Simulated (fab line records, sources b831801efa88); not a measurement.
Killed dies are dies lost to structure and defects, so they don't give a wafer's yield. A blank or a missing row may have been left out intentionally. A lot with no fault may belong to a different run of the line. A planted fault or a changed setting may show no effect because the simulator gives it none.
Which tool did it? + flow gf180mcu + Sampling: 24 lots, 72 wafers, 6 of 602 route steps

== WHAT EACH GAUGE READ, for each wafer ==
GF_V2_THK_MEAS_03. Usual: for V2_CVD_02_THK the level is 853 nm and the standard deviation is 11.
| lot  | measured     | on            | V2_CVD_02_THK (nm) | flag |
|------|--------------|---------------|--------------------|------|
| L074 | day 19 04:16 | film_metro-03 | 843 840 848        |      |
| L075 | day 19 12:54 | film_metro-01 | 824 845 852        |      |
| L076 | day 19 23:42 | film_metro-04 | 838 847 843        |      |
| L077 | day 20 08:47 | film_metro-03 | 845 868 865        |      |
| L078 | day 20 19:40 | film_metro-04 | 860 848 865        |      |
| L079 | day 21 02:37 | film_metro-04 | 861 851 846        |      |
| L080 | day 21 14:37 | film_metro-01 | 846 840 861        |      |
| L081 | day 22 01:25 | film_metro-03 | 833 839 856        |      |
| L082 | day 22 10:11 | film_metro-01 | 838 843 864        |      |
| L083 | day 22 21:59 | film_metro-04 | 845 861 870        |      |
| L084 | day 23 00:58 | film_metro-01 | 854 845 857        |      |
| L085 | day 23 16:22 | film_metro-01 | 850 860 864        |      |
| L086 | day 24 01:49 | film_metro-04 | 857 866 878        |      |
| L087 | day 24 07:10 | film_metro-03 | 851 871 851        |      |
| L088 | day 24 12:01 | film_metro-03 | 839 878 863        |      |
| L089 | day 24 21:35 | film_metro-04 | 866 851 855        |      |
| L090 | day 25 04:19 | film_metro-03 | 845 853 857        |      |
| L091 | day 25 11:02 | film_metro-04 | 837 842 852        |      |
| L092 | day 25 19:13 | film_metro-03 | 857 874 862        |      |
| L093 | day 26 02:02 | film_metro-03 | 849 851 841        |      |
| L094 | day 26 11:00 | film_metro-04 | 849 850 855        |      |
| L095 | day 26 16:55 | film_metro-03 | 846 849 843        |      |
| L096 | day 26 22:44 | film_metro-04 | 839 863 861        |      |
| L097 | day 27 09:49 | film_metro-04 | 846 844 858        |      |

GF_V3_OVL_MEAS_15. Usual: for V3_OVL the level is -1 nm and the standard deviation is 6.5.
| lot  | measured     | on         | V3_OVL (nm) | flag |
|------|--------------|------------|-------------|------|
| L074 | day 22 07:29 | overlay-02 | -6 -5 3     |      |
| L075 | day 22 17:03 | overlay-01 | 3 -1 8      |      |
| L076 | day 23 02:39 | overlay-02 | -1 -3 2     |      |
| L077 | day 23 11:38 | overlay-02 | -7 -12 -11  |      |
| L078 | day 23 21:25 | overlay-02 | 2 10 2      |      |
| L079 | day 24 03:34 | overlay-02 | 4 -5 -1     |      |
| L080 | day 24 14:14 | overlay-02 | -10 -10 -8  |      |
| L081 | day 25 01:40 | overlay-02 | 0 4 -1      |      |
| L082 | day 25 09:02 | overlay-01 | 1 -6 -10    |      |
| L083 | day 25 19:49 | overlay-01 | 8 9 13      |      |
| L084 | day 25 20:46 | overlay-01 | 0 -1 4      |      |
| L085 | day 26 12:23 | overlay-01 | -4 -3 -1    |      |
| L086 | day 26 21:23 | overlay-01 | -7 -8 4     |      |
| L087 | day 27 02:38 | overlay-01 | -11 2 -3    |      |
| L088 | day 27 07:32 | overlay-02 | -3 -1 -2    |      |
| L089 | day 27 15:44 | overlay-01 | 0 -3 3      |      |
| L090 | day 27 21:44 | overlay-02 | 4 0 0       |      |
| L091 | day 28 04:13 | overlay-01 | -5 -2 -1    |      |
| L092 | day 28 12:02 | overlay-01 | -7 -14 -6   |      |
| L093 | day 28 17:07 | overlay-01 | 7 1 -1      |      |
| L094 | day 29 01:53 | overlay-02 | -2 -2 -4    |      |
| L095 | day 29 05:53 | overlay-02 | 1 2 -5      |      |
| L096 | day 29 12:02 | overlay-02 | -1 -1 -5    |      |
| L097 | day 29 23:13 | overlay-02 | -11 -10 -18 |      |

GF_V5_CD_MEAS_14: target cd 260 nm. Usual: cd_nm reads 260.1 nm (standard deviation 1.2).
| lot  | measured     | on        | cd_nm (nm)        | flag |
|------|--------------|-----------|-------------------|------|
| L074 | day 27 03:46 | cd_sem-01 | 261.1 261.2 261.6 |      |
| L075 | day 27 11:31 | cd_sem-01 | 260.0 260.4 259.8 |      |
| L076 | day 27 18:53 | cd_sem-01 | 260.1 260.2 261.6 |      |
| L077 | day 28 03:28 | cd_sem-01 | 258.9 258.9 259.4 |      |
| L078 | day 28 13:34 | cd_sem-01 | 258.9 259.9 259.5 |      |
| L079 | day 28 16:56 | cd_sem-01 | 261.0 261.8 258.7 |      |
| L080 | day 29 02:15 | cd_sem-01 | 260.3 260.7 260.1 |      |
| L081 | day 29 12:46 | cd_sem-01 | 260.9 260.7 261.6 |      |
| L082 | day 29 17:38 | cd_sem-01 | 259.6 259.5 261.0 |      |
| L083 | day 30 04:10 | cd_sem-01 | 259.3 259.9 259.6 |      |
| L084 | day 30 05:53 | cd_sem-02 | 259.2 260.5 259.0 |      |
| L085 | day 30 18:52 | cd_sem-02 | 259.1 260.5 259.1 |      |
| L086 | day 31 03:47 | cd_sem-01 | 260.9 261.1 261.7 |      |
| L087 | day 31 07:32 | cd_sem-01 | 262.8 260.9 262.7 |      |
| L088 | day 31 12:25 | cd_sem-02 | 260.0 259.6 259.4 |      |
| L089 | day 31 18:46 | cd_sem-02 | 258.9 259.2 259.7 |      |
| L090 | day 31 23:52 | cd_sem-01 | 257.1 257.7 258.6 |      |
| L091 | day 32 05:19 | cd_sem-01 | 260.7 262.2 260.7 |      |
| L092 | day 32 12:42 | cd_sem-01 | 261.2 261.3 261.1 |      |
| L093 | day 32 17:23 | cd_sem-01 | 261.3 260.2 260.9 |      |
| L094 | day 32 23:54 | cd_sem-02 | 261.3 260.6 260.1 |      |
| L095 | day 33 03:23 | cd_sem-02 | 260.1 259.0 260.1 |      |
| L096 | day 33 08:36 | cd_sem-02 | 260.9 260.1 259.9 |      |
| L097 | day 33 18:22 | cd_sem-01 | 258.0 258.8 259.5 |      |

== WHAT TOOL EACH LOT RAN ON (gives the tool, then ch and the chambers of the sampled wafers, and finally the start) ==
| lot  | GF_V1_ETCH_17                                 | GF_M3_METAL_ETCH_16               | GF_V5_CVD_02                    |
|------|-----------------------------------------------|-----------------------------------|---------------------------------|
| L074 | rie_diel-02 ch 0,1,3, day 19 04:16 or earlier | rie_metal-02 ch 0, day 21 06:19   | pecvd-04 ch 0,1, day 26 06:24   |
| L075 | rie_diel-04 ch 0,1,2, day 19 12:54 or earlier | rie_metal-01 ch 0,1, day 21 15:44 | pecvd-04 ch 0,1, day 26 15:01   |
| L076 | rie_diel-01 ch 1,2,3, day 19 23:42 or earlier | rie_metal-04 ch 0,1, day 22 01:37 | pecvd-01 ch 0,2, day 26 22:25   |
| L077 | rie_diel-04 ch 0,3, day 20 08:47 or earlier   | rie_metal-02 ch 0, day 22 10:56   | pecvd-03 ch 1,2, day 27 07:42   |
| L078 | rie_diel-04 ch 0,2,3, day 20 19:40 or earlier | rie_metal-04 ch 0,1, day 22 21:28 | pecvd-03 ch 0,1,2, day 27 16:59 |
| L079 | rie_diel-02 ch 0,1, day 21 02:37 or earlier   | rie_metal-04 ch 0,1, day 23 03:12 | pecvd-01 ch 0,1,2, day 27 21:01 |
| L080 | rie_diel-04 ch 0,2,3, day 21 14:37 or earlier | rie_metal-01 ch 0,1, day 23 14:49 | pecvd-03 ch 1,2, day 28 07:14   |
| L081 | rie_diel-01 ch 1,2, day 22 01:25 or earlier   | rie_metal-02 ch 0,1, day 24 02:22 | pecvd-04 ch 0,1, day 28 17:36   |
| L082 | rie_diel-04 ch 1,2, day 22 10:11 or earlier   | rie_metal-01 ch 0, day 24 09:43   | pecvd-03 ch 1,2, day 28 22:37   |
| L083 | rie_diel-02 ch 0,1,2, day 22 21:59 or earlier | rie_metal-01 ch 0,1, day 24 21:04 | pecvd-03 ch 0,1, day 29 09:06   |
| L084 | rie_diel-02 ch 2,3, day 23 00:58 or earlier   | rie_metal-02 ch 0,1, day 24 22:34 | pecvd-01 ch 1,2, day 29 09:41   |
| L085 | rie_diel-02 ch 0,1,3, day 23 16:22 or earlier | rie_metal-02 ch 0,1, day 25 13:52 | pecvd-01 ch 0,1, day 30 00:42   |
| L086 | rie_diel-04 ch 0,2, day 24 01:49 or earlier   | rie_metal-01 ch 0,1, day 25 23:05 | pecvd-03 ch 0,1,2, day 30 08:54 |
| L087 | rie_diel-04 ch 0,1,2, day 24 07:10 or earlier | rie_metal-01 ch 0,1, day 26 04:17 | pecvd-04 ch 0,1,2, day 30 13:28 |
| L088 | rie_diel-02 ch 0,3, day 24 12:01 or earlier   | rie_metal-04 ch 0,1, day 26 09:56 | pecvd-01 ch 0,2, day 30 17:50   |
| L089 | rie_diel-02 ch 0,2,3, day 24 21:35 or earlier | rie_metal-04 ch 1, day 26 18:05   | pecvd-03 ch 0,1,2, day 31 00:38 |
| L090 | rie_diel-02 ch 1,3, day 25 04:19 or earlier   | rie_metal-02 ch 0,1, day 27 00:47 | pecvd-01 ch 0,1, day 31 05:59   |
| L091 | rie_diel-01 ch 0,1,3, day 25 11:02 or earlier | rie_metal-02 ch 0,1, day 27 07:02 | pecvd-01 ch 0,1,2, day 31 12:10 |
| L092 | rie_diel-04 ch 0,3, day 25 19:13 or earlier   | rie_metal-01 ch 0,1, day 27 15:27 | pecvd-01 ch 0,2, day 31 19:56   |
| L093 | rie_diel-01 ch 0,2,3, day 26 02:02 or earlier | rie_metal-02 ch 0,1, day 27 20:46 | pecvd-01 ch 0,1, day 31 23:41   |
| L094 | rie_diel-01 ch 2,3, day 26 11:00 or earlier   | rie_metal-01 ch 0,1, day 28 05:31 | pecvd-01 ch 0,1,2, day 32 06:37 |
| L095 | rie_diel-01 ch 0,2,3, day 26 16:55 or earlier | rie_metal-02 ch 0,1, day 28 10:52 | pecvd-04 ch 1,2, day 32 10:42   |
| L096 | rie_diel-04 ch 0,2,3, day 26 22:44 or earlier | rie_metal-01 ch 0,1, day 28 16:05 | pecvd-01 ch 0,2, day 32 15:36   |
| L097 | rie_diel-02 ch 0,3, day 27 09:49 or earlier   | rie_metal-04 ch 0, day 29 03:02   | pecvd-01 ch 1,2, day 33 02:05   |
- GF_V1_ETCH_17: etches SiO2 in C4F8/O2/Ar, stops on TiN, target depth 630 nm.
- GF_M3_METAL_ETCH_16: etches the open film in Cl2/BCl3, stops on SiO2, target depth 627.5 nm, time 104.6 s.
- GF_V5_CVD_02: deposits SiO2 from TEOS, target thk 1450 nm, time 163.28 s.

== AS READ BY THE TOOLS THEMSELVES (means over the sampled wafers that have a number; for cases with no such wafer, the mark the record gives instead) ==
GF_V1_ETCH_17. Usual: chamber_pressure_mTorr 40.00 mTorr, standard deviation 0.039; oes_product_au 0.857 a.u., standard deviation 0.0046; rf_fwd_power_W 1493 W, standard deviation 4.7.
| lot  | tool        | chamber_pressure_mTorr (mTorr) | oes_product_au (a.u.) | rf_fwd_power_W (W) | flag |
|------|-------------|--------------------------------|-----------------------|--------------------|------|
| L074 | rie_diel-02 | 40.01                          | 0.855                 | 1492               |      |
| L075 | rie_diel-04 | 40.03                          | 0.856                 | 1496               |      |
| L076 | rie_diel-01 | 39.97                          | 0.859                 | 1495               |      |
| L077 | rie_diel-04 | 40.01                          | 0.854                 | 1491               |      |
| L078 | rie_diel-04 | 40.02                          | 0.858                 | 1494               |      |
| L079 | rie_diel-02 | 39.99                          | 0.858                 | 1488               |      |
| L080 | rie_diel-04 | 39.99                          | 0.857                 | 1487               |      |
| L081 | rie_diel-01 | 39.98                          | 0.855                 | 1490               |      |
| L082 | rie_diel-04 | 39.99                          | 0.857                 | 1494               |      |
| L083 | rie_diel-02 | 39.98                          | 0.857                 | 1494               |      |
| L084 | rie_diel-02 | 40.01                          | 0.859                 | 1494               |      |
| L085 | rie_diel-02 | 40.01                          | 0.853                 | 1490               |      |
| L086 | rie_diel-04 | 40.00                          | 0.858                 | 1498               |      |
| L087 | rie_diel-04 | 39.98                          | 0.853                 | 1492               |      |
| L088 | rie_diel-02 | 39.99                          | 0.855                 | 1495               |      |
| L089 | rie_diel-02 | 39.96                          | 0.856                 | 1498               |      |
| L090 | rie_diel-02 | 39.99                          | 0.855                 | 1493               |      |
| L091 | rie_diel-01 | 40.00                          | 0.860                 | 1490               |      |
| L092 | rie_diel-04 | 40.02                          | 0.860                 | 1493               |      |
| L093 | rie_diel-01 | 39.99                          | 0.858                 | 1494               |      |
| L094 | rie_diel-01 | 39.98                          | 0.854                 | 1497               |      |
| L095 | rie_diel-01 | 39.99                          | 0.858                 | 1493               |      |
| L096 | rie_diel-04 | 40.00                          | 0.858                 | 1489               |      |
| L097 | rie_diel-02 | 39.98                          | 0.855                 | 1496               |      |

GF_M3_METAL_ETCH_16. Usual: chamber_pressure_mTorr is 8.000 mTorr with standard deviation 0.007, drypump_motor_current_A is 5.9 A with standard deviation 0.38, he_backside_leak_sccm is 3.5 sccm with standard deviation 0.31, mfc_cl2_sccm is 80.05 sccm with standard deviation 0.21, oes_product_au is 0.974 a.u. with standard deviation 0.0065, rf_fwd_power_W is 795.3 W with standard deviation 2.7, and throttle_valve_pct is 28.248 % with standard deviation 0.011.
| lot  | tool         | chamber_pressure_mTorr (mTorr) | drypump_motor_current_A (A) | he_backside_leak_sccm (sccm) | mfc_cl2_sccm (sccm) | oes_product_au (a.u.) | rf_fwd_power_W (W) | throttle_valve_pct (%) | flag |
|------|--------------|--------------------------------|-----------------------------|------------------------------|---------------------|-----------------------|--------------------|------------------------|------|
| L074 | rie_metal-02 | 7.992                          | 6.4                         | 3.4                          | 80.22               | 0.979                 | 794.6              | 28.240                 |      |
| L075 | rie_metal-01 | 8.000                          | 6.0                         | 3.6                          | 80.23               | 0.981                 | 793.0              | 28.244                 |      |
| L076 | rie_metal-04 | 7.994                          | 5.9                         | 3.4                          | 79.89               | 0.966                 | 794.1              | 28.253                 |      |
| L077 | rie_metal-02 | 7.996                          | 6.4                         | 3.4                          | 80.01               | 0.977                 | 793.4              | 28.244                 |      |
| L078 | rie_metal-04 | 8.006                          | 6.1                         | 3.5                          | 80.14               | 0.974                 | 796.9              | 28.236                 |      |
| L079 | rie_metal-04 | 8.000                          | 5.9                         | 3.4                          | 80.07               | 0.979                 | 795.0              | 28.251                 |      |
| L080 | rie_metal-01 | 7.999                          | 6.0                         | 3.5                          | 79.91               | 0.979                 | 798.4              | 28.240                 |      |
| L081 | rie_metal-02 | 8.001                          | 6.0                         | 3.3                          | 79.88               | 0.969                 | 792.3              | 28.255                 |      |
| L082 | rie_metal-01 | 7.999                          | 5.7                         | 3.7                          | 80.05               | 0.973                 | 798.7              | 28.241                 |      |
| L083 | rie_metal-01 | 7.999                          | 5.8                         | 3.5                          | 80.06               | 0.974                 | 796.4              | 28.243                 |      |
| L084 | rie_metal-02 | 7.992                          | 6.0                         | 3.4                          | 79.98               | 0.973                 | 793.7              | 28.238                 |      |
| L085 | rie_metal-02 | 8.009                          | 5.6                         | 3.2                          | 80.03               | 0.972                 | 796.8              | 28.253                 |      |
| L086 | rie_metal-01 | 7.998                          | 5.9                         | 3.6                          | 80.04               | 0.967                 | 795.7              | 28.261                 |      |
| L087 | rie_metal-01 | 7.999                          | 5.9                         | 3.5                          | 79.99               | 0.972                 | 797.6              | 28.241                 |      |
| L088 | rie_metal-04 | 7.995                          | 5.9                         | 3.4                          | 79.75               | 0.970                 | 793.4              | 28.252                 |      |
| L089 | rie_metal-04 | 8.005                          | 6.2                         | 3.6                          | 80.11               | 0.979                 | 796.2              | 28.251                 |      |
| L090 | rie_metal-02 | 7.994                          | 5.6                         | 3.5                          | 80.30               | 0.975                 | 793.4              | 28.254                 |      |
| L091 | rie_metal-02 | 7.999                          | 5.6                         | 3.3                          | 80.09               | 0.976                 | 795.2              | 28.249                 |      |
| L092 | rie_metal-01 | 8.002                          | 5.8                         | 3.7                          | 80.17               | 0.970                 | 794.6              | 28.249                 |      |
| L093 | rie_metal-02 | 8.008                          | 5.7                         | 3.4                          | 80.01               | 0.976                 | 796.3              | 28.244                 |      |
| L094 | rie_metal-01 | 7.999                          | 6.0                         | 3.5                          | 80.06               | 0.972                 | 796.8              | 28.259                 |      |
| L095 | rie_metal-02 | 8.001                          | 5.6                         | 3.3                          | 80.23               | 0.974                 | 794.1              | 28.252                 |      |
| L096 | rie_metal-01 | 7.998                          | 6.0                         | 3.6                          | 79.97               | 0.981                 | 796.2              | 28.244                 |      |
| L097 | rie_metal-04 | 8.001                          | 5.8                         | 3.2                          | 80.02               | 0.966                 | 795.2              | 28.261                 |      |

GF_V5_CVD_02. Usual: heater_power_outer_w 419 W, standard deviation 88; heater_power_w 699 W, standard deviation 140; rf_fwd_power_W 581.1 W, standard deviation 1.8.
| lot  | tool     | heater_power_outer_w (W) | heater_power_w (W) | rf_fwd_power_W (W) | flag |
|------|----------|--------------------------|--------------------|--------------------|------|
| L074 | pecvd-04 | 415                      | 608                | 581.1              |      |
| L075 | pecvd-04 | 399                      | 607                | 580.1              |      |
| L076 | pecvd-01 | 382                      | 664                | 582.4              |      |
| L077 | pecvd-03 | 430                      | 755                | 580.2              |      |
| L078 | pecvd-03 | 349                      | 633                | 581.2              |      |
| L079 | pecvd-01 | 437                      | 722                | 582.0              |      |
| L080 | pecvd-03 | 462                      | 796                | 581.4              |      |
| L081 | pecvd-04 | 430                      | 636                | 581.1              |      |
| L082 | pecvd-03 | 470                      | 798                | 582.9              |      |
| L083 | pecvd-03 | 345                      | 611                | 579.7              |      |
| L084 | pecvd-01 | 395                      | 671                | 581.4              |      |
| L085 | pecvd-01 | 364                      | 609                | 581.3              |      |
| L086 | pecvd-03 | 432                      | 722                | 583.2              |      |
| L087 | pecvd-04 | 461                      | 713                | 579.7              |      |
| L088 | pecvd-01 | 487                      | 809                | 579.5              |      |
| L089 | pecvd-03 | 427                      | 726                | 581.7              |      |
| L090 | pecvd-01 | 368                      | 612                | 581.1              |      |
| L091 | pecvd-01 | 420                      | 730                | 582.3              |      |
| L092 | pecvd-01 | 401                      | 686                | 580.3              |      |
| L093 | pecvd-01 | 323                      | 571                | 582.2              |      |
| L094 | pecvd-01 | 414                      | 700                | 579.5              |      |
| L095 | pecvd-04 | 404                      | 643                | 580.6              |      |
| L096 | pecvd-01 | 416                      | 710                | 579.2              |      |
| L097 | pecvd-01 | 476                      | 805                | 584.2              |      |

== THE ANSWER, worked out from the rows above alone ==
Rule: lot off if the mean of its wafers having a number is beyond 3 standard deviations from the usual mean. Also off: a lot with no number at a reading for which 4 or more lots have one. Any other lot the step has rows for is counted as sound. The gauges are gone through in route order, then the tools' own readings, and for those a lot's mean is taken as printed above. At the first step where some lot is off, the reading lying furthest off is the one used; lots without a number count as furthest.
No lot is off on any of the readings shown, so nothing can be concluded from this.

== WHAT THE SIMULATOR PUT IN ==
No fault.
